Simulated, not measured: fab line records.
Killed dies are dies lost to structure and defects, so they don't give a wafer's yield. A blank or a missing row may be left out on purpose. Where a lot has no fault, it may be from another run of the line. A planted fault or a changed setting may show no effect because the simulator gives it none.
fab line records ; flow sky130 ; part 2 of 2: steps 27 to 36 of 36
record: lots: 5; wafers: 15; last_day: 49
route steps=708 shown VT_ADJUST_LVTN@118 VT_ADJUST_NCORE@119 VT_ADJUST_HVTR@131 VT_ADJUST_PCH@143
lots with no fault: from the same line, run without faults
start_h: start of the lot's first displayed wafer, in hours after the record's first day ; wait_h: time in hours since the lot's previous step ; " as in the row above ; L1.1+2: a row that stands for several wafers ; - no value, or no start given ; * or withheld: withheld ; < > ~ a bound
route shown NAME@n: names a module that has steps shown in the file, with the first one's number in the route ; usual: average and standard deviation across the fault-free wafers ; same: alike in all rows ; chamber/n: place in a boat ; sites: readings site by site ; _std_site: how widely they spread, as a standard deviation ; _edge_site: mean of outer sites minus mean of inner sites ; radius_mm: how far each site lies from the wafer's centre ; mask NAME#n: copy n ; behind: the last tool/chamber to shape the wafer ; hold: why the lot went on hold/how many hours it stayed there/how the hold came to an end ; device: transistor that didn't switch, given as n, p or np ; end of line: at the end of the route, the tests of the same wafers ; where a step has no rows: the recipe by itself ; killed: dies that structure and defects cost at the first sort, which is not the same as the wafer's yield ; map: a wafer's dies, x killed, . not, _ none there
set.NAME: the run value of the setting; set.NAME@STEP: its run value at that earlier step ; model.NAME: the simulator's own value behind a step, which no gauge read
lots at some steps of the route; a table a step, a row a wafer
services: the hour from which a tool's chamber was out of use, counted from the record's first day as start_h (under 0 if before that day), plus the number of hours and why
== steps ==
step: SKY_VT_ADJUST_PCH_HMDS_01
recipe: prime_time_s: 60; prime_temp_c: 120
usual: chill_plate_temp_C: 23.01/0.11
lot.wafer;tool;chamber;start_h;wait_h;chill_plate_temp_C
L075.2;litho_track-01;0;231.08;0.1;23.09
L075.3;litho_track-01;0;231.08;0.1;23.06
L075.5;litho_track-01;0;231.08;0.1;23.09
L082.1;litho_track-01;0;281.65;0.1;22.79
L082.2;litho_track-01;0;281.65;0.1;22.93
L082.6;litho_track-01;0;281.65;0.1;22.96
L087.2;litho_track-03;0;314.07;0.1;23.05
L087.4;litho_track-03;0;314.07;0.1;22.94
L087.6;litho_track-03;0;314.07;0.1;23.00
L092.3;litho_track-01;0;351.70;0.1;22.90
L092.4;litho_track-01;0;351.70;0.1;23.07
L092.6;litho_track-01;0;351.70;0.1;22.96
L094.1;litho_track-03;0;363.09;0.1;23.09
L094.2;litho_track-03;0;363.09;0.1;23.03
L094.6;litho_track-03;0;363.09;0.1;23.09
step: SKY_VT_ADJUST_PCH_COAT_02
recipe: spin_rpm: 2000; resist_thk_nm: 3000
usual: chill_plate_temp_C: 23.01/0.11
lot.wafer;tool;chamber;start_h;wait_h;chill_plate_temp_C
L075.2;litho_track-01;0;231.23;0.1;22.98
L075.3;litho_track-01;0;231.23;0.1;23.06
L075.5;litho_track-01;0;231.23;0.1;23.08
L082.1;litho_track-01;0;281.80;0.1;22.86
L082.2;litho_track-01;0;281.80;0.1;23.03
L082.6;litho_track-01;0;281.80;0.1;22.93
L087.2;litho_track-03;0;314.22;0.1;23.03
L087.4;litho_track-03;0;314.22;0.1;23.06
L087.6;litho_track-03;0;314.22;0.1;22.93
L092.3;litho_track-01;0;351.85;0.1;23.08
L092.4;litho_track-01;0;351.85;0.1;22.97
L092.6;litho_track-01;0;351.85;0.1;22.93
L094.1;litho_track-03;0;363.24;0.1;22.97
L094.2;litho_track-03;0;363.24;0.1;22.96
L094.6;litho_track-03;0;363.24;0.1;23.14
step: SKY_VT_ADJUST_PCH_SOFTBAKE_03
recipe: temp_c: 110; time_s: withheld
usual: chill_plate_temp_C: 23.02/0.12
lot.wafer;tool;chamber;start_h;wait_h;chill_plate_temp_C
L075.2;litho_track-01;0;231.39;0.1;22.87
L075.3;litho_track-01;0;231.39;0.1;22.82
L075.5;litho_track-01;0;231.39;0.1;22.86
L082.1;litho_track-01;0;281.95;0.1;23.14
L082.2;litho_track-01;0;281.95;0.1;23.21
L082.6;litho_track-01;0;281.95;0.1;23.05
L087.2;litho_track-03;0;314.38;0.1;22.94
L087.4;litho_track-03;0;314.38;0.1;22.95
L087.6;litho_track-03;0;314.38;0.1;22.96
L092.3;litho_track-01;0;352.02;0.1;22.98
L092.4;litho_track-01;0;352.02;0.1;23.04
L092.6;litho_track-01;0;352.02;0.1;22.94
L094.1;litho_track-03;0;363.39;0.1;23.08
L094.2;litho_track-03;0;363.39;0.1;23.01
L094.6;litho_track-03;0;363.39;0.1;22.82
step: SKY_VT_ADJUST_PCH_EXPOSE_04
recipe: mask_id: NWM; na: 0.6; source_shape: conventional; sigma_outer: 0.6; polarization: unpolarized; target_cd_nm: 840; dose_mj: 255
lot.wafer;tool;chamber;start_h;wait_h;mask
L075.2+3+5;iline_stepper-01;0;-;-;NWM#0
L082.1+2+6;iline_stepper-01;0;-;-;NWM#0
L087.2+4+6;iline_stepper-01;0;-;-;NWM#0
L092.3+4+6;iline_stepper-01;0;-;-;NWM#0
L094.1+2+6;iline_stepper-02;0;-;-;NWM#0
step: SKY_VT_ADJUST_PCH_PEB_05
recipe: temp_c: 115; time_s: withheld
usual: chill_plate_temp_C: 23.01/0.12
lot.wafer;tool;chamber;start_h;wait_h;chill_plate_temp_C
L075.2;litho_track-01;0;-;-;23.28
L075.3;litho_track-01;0;-;-;23.05
L075.5;litho_track-01;0;-;-;23.10
L082.1;litho_track-03;0;-;-;22.91
L082.2;litho_track-03;0;-;-;22.90
L082.6;litho_track-03;0;-;-;22.98
L087.2;litho_track-03;0;-;-;22.89
L087.4;litho_track-03;0;-;-;23.03
L087.6;litho_track-03;0;-;-;23.00
L092.3;litho_track-01;0;-;-;22.95
L092.4;litho_track-01;0;-;-;22.94
L092.6;litho_track-01;0;-;-;23.01
L094.1;litho_track-02;0;-;-;22.83
L094.2;litho_track-02;0;-;-;22.86
L094.6;litho_track-02;0;-;-;22.89
step: SKY_VT_ADJUST_PCH_DEVELOP_06
recipe: wall_angle_deg: 90; developer: TMAH; develop_time_s: 60; dev_temp_c: 23
usual: chill_plate_temp_C: 23.00/0.095
same: develop_time_s: 60
lot.wafer;tool;chamber;start_h;wait_h;chill_plate_temp_C
L075.2;litho_track-01;0;-;-;22.87
L075.3;litho_track-01;0;-;-;22.84
L075.5;litho_track-01;0;-;-;22.80
L082.1;litho_track-03;0;-;-;23.10
L082.2;litho_track-03;0;-;-;23.14
L082.6;litho_track-03;0;-;-;23.07
L087.2;litho_track-03;0;-;-;22.99
L087.4;litho_track-03;0;-;-;22.96
L087.6;litho_track-03;0;-;-;23.01
L092.3;litho_track-01;0;-;-;23.00
L092.4;litho_track-01;0;-;-;22.95
L092.6;litho_track-01;0;-;-;23.19
L094.1;litho_track-02;0;-;-;23.03
L094.2;litho_track-02;0;-;-;22.99
L094.6;litho_track-02;0;-;-;22.95
step: SKY_VT_ADJUST_PCH_OVL_MEAS_07
usual: VT_ADJUST_PCH_OVL: 0.2/1.1
lot.wafer;tool;chamber;start_h;wait_h;VT_ADJUST_PCH_OVL[nm]
L075.2;overlay-02;-;243.31;-;-0.4
L075.3;overlay-02;-;243.31;-;0.3
L075.5;overlay-02;-;243.31;-;1.6
L082.1;overlay-01;-;294.94;-;-0.1
L082.2;overlay-01;-;294.94;-;-0.7
L082.6;overlay-01;-;294.94;-;-0.9
L087.2;overlay-01;-;327.60;-;1.0
L087.4;overlay-01;-;327.60;-;-0.2
L087.6;overlay-01;-;327.60;-;-0.7
L092.3;overlay-02;-;364.66;-;1.6
L092.4;overlay-02;-;364.66;-;2.3
L092.6;overlay-02;-;364.66;-;0.5
L094.1;overlay-01;-;379.02;-;0.5
L094.2;overlay-01;-;379.02;-;0.6
L094.6;overlay-01;-;379.02;-;-0.2
step: SKY_VT_ADJUST_PCH_IMPLANT_08
recipe: species: B; energy_kev: 10; dose_cm2: 5e+11; tilt_deg: withheld
usual: beam_energy_keV: 9.9999/0.0029
lot.wafer;tool;chamber;start_h;wait_h;beam_energy_keV
L075.2;implanter-04;0;243.36;0.0;10.002
L075.3;implanter-04;0;243.36;0.0;10.001
L075.5;implanter-04;0;243.36;0.0;10.004
L082.1;implanter-03;0;294.98;0.0;9.9970
L082.2;implanter-03;0;294.98;0.0;9.9998
L082.6;implanter-03;0;294.98;0.0;10.004
L087.2;implanter-03;0;327.66;0.0;9.9986
L087.4;implanter-03;0;327.66;0.0;10.001
L087.6;implanter-03;0;327.66;0.0;9.9973
L092.3;implanter-03;0;364.74;0.1;9.9960
L092.4;implanter-03;0;364.74;0.1;9.9946
L092.6;implanter-03;0;364.74;0.1;9.9976
L094.1;implanter-03;0;379.06;0.0;9.9986
L094.2;implanter-03;0;379.06;0.0;9.9958
L094.6;implanter-03;0;379.06;0.0;9.9962
step: SKY_VT_ADJUST_PCH_STRIP_09
recipe: chemistry: O2/N2; power_w: 1400; pressure_mtorr: 1500; platen_temp_c: withheld; o2_flow_sccm: 3000; n2_flow_sccm: 300; overash_fraction: 0.5
usual: drypump_motor_current_A: 5.6/0.46; oes_product_au: 0.722/0.0049; strip_time_to_endpoint_s: 36.89/0.1
lot.wafer;tool;chamber;start_h;wait_h;drypump_motor_current_A;oes_product_au;rf_hours_counter_h;strip_time_to_endpoint_s
L075.2;plasma_asher-03;1;243.49;0.1;5.7;0.720;12;36.73
L075.3;plasma_asher-03;0;243.49;0.1;6.1;0.724;-;36.86
L075.5;plasma_asher-03;1;243.49;0.1;5.6;0.729;-;36.83
L082.1;plasma_asher-02;1;295.13;0.1;4.7;0.715;65;37.05
L082.2;plasma_asher-02;0;295.13;0.1;5.2;0.724;65;36.97
L082.6;plasma_asher-02;0;295.13;0.1;5.2;0.719;-;36.94
L087.2;plasma_asher-01;1;327.78;0.1;6.0;0.720;64;36.82
L087.4;plasma_asher-01;0;327.78;0.1;5.6;0.728;-;36.88
L087.6;plasma_asher-01;0;327.78;0.1;5.6;0.728;-;36.78
L092.3;plasma_asher-02;0;364.87;0.1;5.3;0.719;-;37.00
L092.4;plasma_asher-02;1;364.87;0.1;4.8;0.727;-;36.96
L092.6;plasma_asher-02;1;364.87;0.1;4.7;0.715;-;36.95
L094.1;plasma_asher-02;1;379.21;0.1;4.7;0.720;72;36.91
L094.2;plasma_asher-02;0;379.21;0.1;5.2;0.726;72;36.81
L094.6;plasma_asher-02;0;379.21;0.1;5.2;0.720;-;36.87
step: SKY_VT_ADJUST_PCH_TW_MEAS_10
usual: VT_ADJUST_PCH_TW: 143.8/0.95
lot.wafer;tool;chamber;start_h;wait_h;VT_ADJUST_PCH_TW
L075.2;film_metro-04;-;243.60;0.1;144.4
L075.3;film_metro-04;-;243.60;0.1;144.3
L075.5;film_metro-04;-;243.60;0.1;144.8
L082.1;film_metro-02;-;295.23;0.1;142.1
L082.2;film_metro-02;-;295.23;0.1;142.8
L082.6;film_metro-02;-;295.23;0.1;143.5
L087.2;film_metro-03;-;327.89;0.1;145.1
L087.4;film_metro-03;-;327.89;0.1;144.3
L087.6;film_metro-03;-;327.89;0.1;144.7
L092.3;film_metro-04;-;364.96;0.1;144.6
L092.4;film_metro-04;-;364.96;0.1;144.4
L092.6;film_metro-04;-;364.96;0.1;143.6
L094.1;film_metro-02;-;379.31;0.1;142.5
L094.2;film_metro-02;-;379.31;0.1;143.2
L094.6;film_metro-02;-;379.31;0.1;142.4
== services ==
tool;chamber;start_h;hours;kind
plasma_asher-04;-;163.27;1.4;repair
plasma_asher-01;-;172.96;2.8;pm
plasma_asher-01;-;176.38;2.1;repair
plasma_asher-01;-;182.90;1.5;repair
implanter-01;-;191.10;2.1;repair
implanter-02;-;198.27;5.8;pm
implanter-04;-;202.92;27.3;pm
implanter-02;-;208.53;21.5;pm
iline_stepper-01;-;223.73;1.7;pm
implanter-03;-;231.30;9.4;repair
iline_stepper-01;-;234.36;8.6;repair
plasma_asher-03;-;235.66;2.8;pm
implanter-01;-;270.11;1.2;repair
iline_stepper-02;-;276.67;8.9;pm
iline_stepper-01;-;285.56;2.1;pm
plasma_asher-03;-;291.16;0.9;repair
implanter-01;-;295.07;2.6;pm
implanter-04;-;300.57;5.1;pm
plasma_asher-02;-;313.37;14.7;repair
plasma_asher-04;-;337.45;3.7;repair
iline_stepper-02;-;350.10;1.7;pm
plasma_asher-03;-;350.64;2.9;repair
implanter-01;-;362.42;3.0;pm
plasma_asher-01;-;375.22;3.1;repair
